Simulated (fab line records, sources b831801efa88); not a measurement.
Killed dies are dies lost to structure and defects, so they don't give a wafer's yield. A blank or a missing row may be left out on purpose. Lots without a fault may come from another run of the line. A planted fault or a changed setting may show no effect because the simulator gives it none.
Problem report in the 8D (eight disciplines) form, filled by code | flow sky130 | the parts of the form that need people (team, actions taken, sign-off) are left out

1. THE PROBLEM
oes_product_au at SKY_METAL4_METAL_ETCH_18 reads a mean of 0.911 a.u. on 2 wafers of 2 lots; wafers without a fault read 0.865 a.u. with a standard deviation of 0.0071. That is +6.5 standard deviations from the usual mean.
The step: etches the open film in Cl2/BCl3, stops on SiO2, target depth 845 nm, time 183.1 s.
First seen on wafer L375.1, day 44 23:57, on rie_metal-02. The record holds 33 wafers of 11 lots with a number at this step. Rule for "out", or "out of limits": more than 4 standard deviations from the usual mean. The other wafers with a number count as sound.

2. WHAT IT IS AND WHAT IT IS NOT
question                    | is                         | is not
which readings at this step | oes_product_au             | bcl3_flow_sccm, drypump_motor_current_A, mfc_cl2_sccm, throttle_valve_pct
which lots                  | L375, L378                 | L363, L364, L366, L369, L370, L371, L379, L383, L386
which wafers of those lots  | L375.1, L378.3             | L375.4, L375.6, L378.2, L378.6
read on which tools         | rie_metal-02, rie_metal-03 | rie_metal-01
when                        | from day 44 23:57          | up to then (20 sound wafers); but 11 sound wafers of L378, L379, L383, L386 came after

3. SUSPECTS, AND WHAT RULES EACH OUT
Counting: a tool at a process step up to the reading stays a suspect if it ran every lot that is out. Sound lots after the first of them don't rule it out here, since some wafers of a struck lot are sound.
- pvd_sputter-02 at SKY_METAL4_SPUTTER_02 (material AlCu, target thk 735 nm, time 39.1 s): kept. It ran every lot that is out, first L375 (day 43 01:25); its last sound lot up to then is L371 (day 42 00:48).
Left after counting: pvd_sputter-02 at SKY_METAL4_SPUTTER_02.

4. THE CAUSE (what the simulator had put in)
Process parameter drift: pvd_sputter-02, from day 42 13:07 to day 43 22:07, at SKY_METAL4_SPUTTER_02. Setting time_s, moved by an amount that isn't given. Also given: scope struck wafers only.
Counting left only this tool.

5. THE CHAIN OF EFFECTS, in route order
Each row: a reading whose mean over the struck wafers that have a number lies more than 3 standard deviations from the usual. Only readings for which the record gives a usual standard deviation are gone through. hours: the time from each lot's start at the first step in this table that gives one to its start at this step, as a median over the lots. sigmas: the change in usual standard deviations.
hours | step                     | reading        | usual      | on struck wafers | change | sigmas
0     | SKY_METAL4_METAL_ETCH_18 | oes_product_au | 0.865 a.u. | 0.911            | +0.046 | +6.5
The process steps in it:
- SKY_METAL4_METAL_ETCH_18: etches the open film in Cl2/BCl3, stops on SiO2, target depth 845 nm, time 183.1 s.

6. WHAT WOULD HAVE CAUGHT IT SOONER
In this record the first reading out of limits was taken at day 44 23:57, 59 hours after the fault began at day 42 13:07.
Of the tool readings at SKY_METAL4_SPUTTER_02 for which the record gives a usual standard deviation, none was out on any struck wafer, so an alarm limit of 4 standard deviations on them would not have fired.
All the lots that are out (2) had begun SKY_METAL4_SPUTTER_02 on pvd_sputter-02 by day 44 23:57. A hold on the tool at that time would have spared none of them.
